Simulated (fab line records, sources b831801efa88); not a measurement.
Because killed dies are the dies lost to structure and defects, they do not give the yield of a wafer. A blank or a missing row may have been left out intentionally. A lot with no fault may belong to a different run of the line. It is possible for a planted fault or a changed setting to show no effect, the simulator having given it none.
Which tool did it? || flow sky130 || Sampling: 13 lots, 39 wafers, 5 of 708 route steps

== WHAT THE GAUGES SHOWED, per wafer ==
SKY_NWELL_RS_MEAS_31: measurement is done with a four-point probe.
{"lot": "L864", "measured": "day 5 12:48", "on": "film metro-04", "PWDE_RS (ohm/sq)": "5291 5289 5282"}
{"lot": "L866", "measured": "day 5 19:52", "on": "film metro-04", "PWDE_RS (ohm/sq)": "5255 5273 5279"}
{"lot": "L867", "measured": "day 6 03:20", "on": "film metro-01", "PWDE_RS (ohm/sq)": "5296 5270 5264"}
{"lot": "L868", "measured": "day 6 10:16", "on": "film metro-01", "PWDE_RS (ohm/sq)": "5287 5293 5297"}
{"lot": "L869", "measured": "day 6 14:52", "on": "film metro-04", "PWDE_RS (ohm/sq)": "5284 5312 5305"}
{"lot": "L870", "measured": "day 6 22:01", "on": "film metro-03", "PWDE_RS (ohm/sq)": "5262 5266 5260"}
{"lot": "L871", "measured": "day 7 06:44", "on": "film metro-03", "PWDE_RS (ohm/sq)": "5286 5271 5267"}
{"lot": "L874", "measured": "day 7 19:47", "on": "film metro-01", "PWDE_RS (ohm/sq)": "5284 5275 5287"}
{"lot": "L876", "measured": "day 8 07:35", "on": "film metro-04", "PWDE_RS (ohm/sq)": "5276 5268 5264"}
{"lot": "L878", "measured": "day 8 23:19", "on": "film metro-01", "PWDE_RS (ohm/sq)": "5253 5250 5257"}
{"lot": "L880", "measured": "day 9 05:42", "on": "film metro-03", "PWDE_RS (ohm/sq)": "5290 5294 5299"}
{"lot": "L881", "measured": "day 9 12:40", "on": "film metro-04", "PWDE_RS (ohm/sq)": "5257 5262 5262"}
{"lot": "L886", "measured": "day 10 22:10", "on": "film metro-04", "PWDE_RS (ohm/sq)": "5279 5274 5272"}

SKY_VT_ADJUST_NCORE_CD_MEAS_07: target cd 380 nm.
{"lot": "L864", "measured": "day 8 20:10", "on": "cd sem-02", "cd nm (nm)": "379.7 378.3 377.8"}
{"lot": "L866", "measured": "day 9 04:15", "on": "cd sem-02", "cd nm (nm)": "385.7 386.6 387.1"}
{"lot": "L867", "measured": "day 9 13:16", "on": "cd sem-01", "cd nm (nm)": "377.6 378.3 379.2"}
{"lot": "L868", "measured": "day 9 21:33", "on": "cd sem-02", "cd nm (nm)": "384.7 382.6 383.8"}
{"lot": "L869", "measured": "day 10 02:41", "on": "cd sem-01", "cd nm (nm)": "384.4 386.1 383.6"}
{"lot": "L870", "measured": "day 10 09:39", "on": "cd sem-02", "cd nm (nm)": "377.9 380.1 379.7"}
{"lot": "L871", "measured": "day 10 20:25", "on": "cd sem-01", "cd nm (nm)": "383.1 383.4 383.8"}
{"lot": "L874", "measured": "day 11 10:58", "on": "cd sem-01", "cd nm (nm)": "380.3 380.9 381.5"}
{"lot": "L876", "measured": "day 12 02:19", "on": "cd sem-02", "cd nm (nm)": "380.2 385.3 379.5"}
{"lot": "L878", "measured": "day 12 19:52", "on": "cd sem-01", "cd nm (nm)": "389.1 388.6 380.5"}
{"lot": "L880", "measured": "day 13 05:07", "on": "cd sem-01", "cd nm (nm)": "381.8 390.4 380.2"}
{"lot": "L881", "measured": "day 13 12:18", "on": "cd sem-02", "cd nm (nm)": "381.1 378.9 381.3"}
{"lot": "L886", "measured": "day 15 01:53", "on": "cd sem-01", "cd nm (nm)": "378.5 375.2 376.6"}

SKY_VT_ADJUST_HVTR_OVL_MEAS_08.
{"lot": "L864", "measured": "day 9 17:34", "on": "overlay-02", "VT_ADJUST_HVTR_OVL (nm)": "3.5 2.9 3.1"}
{"lot": "L866", "measured": "day 10 03:09", "on": "overlay-02", "VT_ADJUST_HVTR_OVL (nm)": "-0.3 -1.2 0.2"}
{"lot": "L867", "measured": "day 10 12:13", "on": "overlay-01", "VT_ADJUST_HVTR_OVL (nm)": "1.5 0.1 1.9"}
{"lot": "L868", "measured": "day 10 19:55", "on": "overlay-02", "VT_ADJUST_HVTR_OVL (nm)": "1.6 0.8 0.6"}
{"lot": "L869", "measured": "day 11 01:59", "on": "overlay-02", "VT_ADJUST_HVTR_OVL (nm)": "2.9 1.0 2.3"}
{"lot": "L870", "measured": "day 11 08:42", "on": "overlay-02", "VT_ADJUST_HVTR_OVL (nm)": "-1.0 1.0 0.6"}
{"lot": "L871", "measured": "day 11 19:49", "on": "overlay-02", "VT_ADJUST_HVTR_OVL (nm)": "-0.8 -0.5 -1.8"}
{"lot": "L874", "measured": "day 12 12:22", "on": "overlay-01", "VT_ADJUST_HVTR_OVL (nm)": "2.7 3.4 0.9"}
{"lot": "L876", "measured": "day 13 03:10", "on": "overlay-02", "VT_ADJUST_HVTR_OVL (nm)": "3.8 3.7 2.7"}
{"lot": "L878", "measured": "day 13 22:28", "on": "overlay-02", "VT_ADJUST_HVTR_OVL (nm)": "3.2 1.0 0.8"}
{"lot": "L880", "measured": "day 14 07:04", "on": "overlay-01", "VT_ADJUST_HVTR_OVL (nm)": "3.5 0.3 1.7"}
{"lot": "L881", "measured": "day 14 14:42", "on": "overlay-01", "VT_ADJUST_HVTR_OVL (nm)": "-0.1 -2.2 -1.7"}
{"lot": "L886", "measured": "day 16 06:23", "on": "overlay-02", "VT_ADJUST_HVTR_OVL (nm)": "0.8 0.3 1.6"}

== WHAT TOOL EACH LOT RAN ON (gives the tool, then ch and the chambers of the sampled wafers, and finally the start) ==
{"lot": "L864", "SKY_VT_ADJUST_NCORE_DEVELOP_06": "litho track-04 ch 0, day 8 20:01", "SKY_VT_ADJUST_NCORE_STRIP_10": "plasma asher-04 ch 0,1, day 8 20:27"}
{"lot": "L866", "SKY_VT_ADJUST_NCORE_DEVELOP_06": "litho track-01 ch 0, day 9 04:03", "SKY_VT_ADJUST_NCORE_STRIP_10": "plasma asher-04 ch 0,1, day 9 04:34"}
{"lot": "L867", "SKY_VT_ADJUST_NCORE_DEVELOP_06": "litho track-01 ch 0, day 9 13:07", "SKY_VT_ADJUST_NCORE_STRIP_10": "plasma asher-03 ch 0,1, day 9 13:33"}
{"lot": "L868", "SKY_VT_ADJUST_NCORE_DEVELOP_06": "litho track-03 ch 0, day 9 21:24", "SKY_VT_ADJUST_NCORE_STRIP_10": "plasma asher-01 ch 0,1, day 9 21:51"}
{"lot": "L869", "SKY_VT_ADJUST_NCORE_DEVELOP_06": "litho track-01 ch 0, day 10 02:33", "SKY_VT_ADJUST_NCORE_STRIP_10": "plasma asher-03 ch 0,1, day 10 02:59"}
{"lot": "L870", "SKY_VT_ADJUST_NCORE_DEVELOP_06": "litho track-04 ch 0, day 10 09:30", "SKY_VT_ADJUST_NCORE_STRIP_10": "plasma asher-03 ch 0,1, day 10 09:57"}
{"lot": "L871", "SKY_VT_ADJUST_NCORE_DEVELOP_06": "litho track-03 ch 0, day 10 20:16", "SKY_VT_ADJUST_NCORE_STRIP_10": "plasma asher-01 ch 0,1, day 10 20:42"}
{"lot": "L874", "SKY_VT_ADJUST_NCORE_DEVELOP_06": "litho track-04 ch 0, day 11 10:49", "SKY_VT_ADJUST_NCORE_STRIP_10": "plasma asher-03 ch 0,1, day 11 11:14"}
{"lot": "L876", "SKY_VT_ADJUST_NCORE_DEVELOP_06": "litho track-01 ch 0, day 12 02:10", "SKY_VT_ADJUST_NCORE_STRIP_10": "plasma asher-01 ch 0,1, day 12 02:36"}
{"lot": "L878", "SKY_VT_ADJUST_NCORE_DEVELOP_06": "litho track-03 ch 0, day 12 19:43", "SKY_VT_ADJUST_NCORE_STRIP_10": "plasma asher-01 ch 0,1, day 12 20:09"}
{"lot": "L880", "SKY_VT_ADJUST_NCORE_DEVELOP_06": "litho track-03 ch 0, day 13 04:58", "SKY_VT_ADJUST_NCORE_STRIP_10": "plasma asher-03 ch 0,1, day 13 05:23"}
{"lot": "L881", "SKY_VT_ADJUST_NCORE_DEVELOP_06": "litho track-04 ch 0, day 13 12:09", "SKY_VT_ADJUST_NCORE_STRIP_10": "plasma asher-01 ch 0,1, day 13 12:36"}
{"lot": "L886", "SKY_VT_ADJUST_NCORE_DEVELOP_06": "litho track-04 ch 0, day 15 01:45", "SKY_VT_ADJUST_NCORE_STRIP_10": "plasma asher-03 ch 0,1, day 15 02:11"}
- SKY_VT_ADJUST_NCORE_DEVELOP_06: develop time 60 s.
- SKY_VT_ADJUST_NCORE_STRIP_10: strips in O2/N2.

== AS READ BY THE TOOLS THEMSELVES (means over the sampled wafers that have a number; for cases with no such wafer, the mark the record gives instead) ==
SKY_VT_ADJUST_NCORE_STRIP_10.
{"lot": "L864", "tool": "plasma asher-04", "drypump motor current A (A)": 5.7, "oes product au (a.u.)": 0.718, "strip time to endpoint s (s)": 14.24}
{"lot": "L866", "tool": "plasma asher-04", "drypump motor current A (A)": 5.2, "oes product au (a.u.)": 0.717, "strip time to endpoint s (s)": 14.20}
{"lot": "L867", "tool": "plasma asher-03", "drypump motor current A (A)": 6.1, "oes product au (a.u.)": 0.717, "strip time to endpoint s (s)": 14.20}
{"lot": "L868", "tool": "plasma asher-01", "drypump motor current A (A)": 5.5, "oes product au (a.u.)": 0.714, "strip time to endpoint s (s)": 14.21}
{"lot": "L869", "tool": "plasma asher-03", "drypump motor current A (A)": 6.1, "oes product au (a.u.)": 0.713, "strip time to endpoint s (s)": 14.12}
{"lot": "L870", "tool": "plasma asher-03", "drypump motor current A (A)": 6.0, "oes product au (a.u.)": 0.712, "strip time to endpoint s (s)": 14.14}
{"lot": "L871", "tool": "plasma asher-01", "drypump motor current A (A)": 5.6, "oes product au (a.u.)": 0.716, "strip time to endpoint s (s)": 14.17}
{"lot": "L874", "tool": "plasma asher-03", "drypump motor current A (A)": 6.0, "oes product au (a.u.)": 0.714, "strip time to endpoint s (s)": 14.15}
{"lot": "L876", "tool": "plasma asher-01", "drypump motor current A (A)": 5.7, "oes product au (a.u.)": 0.713, "strip time to endpoint s (s)": 14.16}
{"lot": "L878", "tool": "plasma asher-01", "drypump motor current A (A)": 5.8, "oes product au (a.u.)": 0.712, "strip time to endpoint s (s)": 14.14}
{"lot": "L880", "tool": "plasma asher-03", "drypump motor current A (A)": 6.0, "oes product au (a.u.)": 0.713, "strip time to endpoint s (s)": 14.15}
{"lot": "L881", "tool": "plasma asher-01", "drypump motor current A (A)": 5.8, "oes product au (a.u.)": 0.716, "strip time to endpoint s (s)": 14.18}
{"lot": "L886", "tool": "plasma asher-03", "drypump motor current A (A)": 6.0, "oes product au (a.u.)": 0.715, "strip time to endpoint s (s)": 14.10}

== THE ANSWER, worked out from the rows above alone ==
Rule: the usual values come from the lots themselves. The widest of any qualifying gaps counts: lots, ordered by their means at a reading, are off when they make up no more than a third of the lots, leave a main group of 4 or more, and stand apart from it by 3 or more times the standard deviation of that group's means. A main group is skipped when, at the precision printed for the reading in the tables above, its means are all equal. Also off: a lot with no number at a reading for which 4 or more lots have one. Any other lot the step has rows for is counted as sound. After the gauges, taken in route order, come the tools' own readings; for these a lot's mean is taken, as printed above. At the first step where some lot is off, the reading lying furthest off is the one used; lots without a number count as furthest.
Across all readings shown, no lot is off: no conclusion can be drawn from this.

== WHAT THE SIMULATOR HAD INSERTED ==
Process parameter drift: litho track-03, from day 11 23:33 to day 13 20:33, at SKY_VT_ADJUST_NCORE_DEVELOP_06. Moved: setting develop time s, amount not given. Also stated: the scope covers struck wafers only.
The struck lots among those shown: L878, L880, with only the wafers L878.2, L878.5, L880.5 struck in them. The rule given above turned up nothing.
